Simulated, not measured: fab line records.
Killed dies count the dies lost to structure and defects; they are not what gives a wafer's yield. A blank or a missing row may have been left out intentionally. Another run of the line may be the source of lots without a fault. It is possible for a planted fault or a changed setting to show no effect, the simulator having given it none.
Matching of chambers	flow gf180mcu	GF_V5_CMP_04 on cmp-01: 4 sister chambers
The step polishes SiO2. 27 wafers are shown with their chamber, then 12 later ones without.

== EACH WAFER AND ITS CHAMBER ==
wafer	chamber	motor_current_A (A)
L074.2	2	11.1
L074.3	3	9.7
L074.4	1	9.4
L075.2	0	11.6
L075.3	1	10.1
L075.5	2	11.0
L076.2	1	10.1
L076.5	3	9.7
L076.6	2	10.7
L077.1	0	11.8
L077.4	1	10.1
L077.6	3	9.7
L079.1	3	9.8
L079.4	2	11.4
L079.6	3	10.3
L078.1	1	9.4
L078.4	2	11.5
L078.6	3	9.4
L080.1	1	9.7
L080.4	3	10.2
L080.6	1	9.3
L087.2	0	11.7
L087.3	3	9.5
L087.6	1	10.3
L088.1	3	9.8
L088.2	0	12.3
L088.5	1	9.7

SIGNATURES (averages over the wafers above)
reading	chamber 0	chamber 1	chamber 2	chamber 3	scatter within a chamber
motor_current_A	11.850	9.789	11.140	9.789	0.33
Rule: for each reading, subtract the chamber's mean from the wafer's reading, divide by that reading's scatter and square the result; add these up over the readings and take the root, which gives the wafer's distance from the chamber. If the next closest chamber is less than 2 further off than the closest, the wafer can't be placed; otherwise it belongs to the closest. How the scatter is found: for the shown wafers, subtract from each reading the mean of its chamber, square and add these, divide the total by (wafers less chambers), then take the root.

== WAFERS MISSING THEIR CHAMBER ==
wafer	motor_current_A (A)
L090.1	11.6
L090.2	9.8
L090.3	10.0
L093.4	11.4
L093.5	11.0
L093.6	9.7
L094.2	11.3
L094.4	11.8
L094.6	10.8
L097.1	11.8
L097.2	11.4
L097.6	9.5

== THE CHAMBER EACH PASSED THROUGH ==
wafer	from the rows above	in truth
L090.1	can't be placed: 0 or 2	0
L090.2	can't be placed: 1 or 3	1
L090.3	can't be placed: 1 or 3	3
L093.4	can't be placed: 2 or 0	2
L093.5	2	2
L093.6	can't be placed: 1 or 3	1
L094.2	can't be placed: 2 or 0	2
L094.4	can't be placed: 0 or 2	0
L094.6	2	2
L097.1	can't be placed: 0 or 2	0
L097.2	can't be placed: 2 or 0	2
L097.6	can't be placed: 1 or 3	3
2 of 12 placed correctly. Unplaceable from these rows: 10, with the true chamber sitting among the candidates in 10. Number placed wrongly: 0.
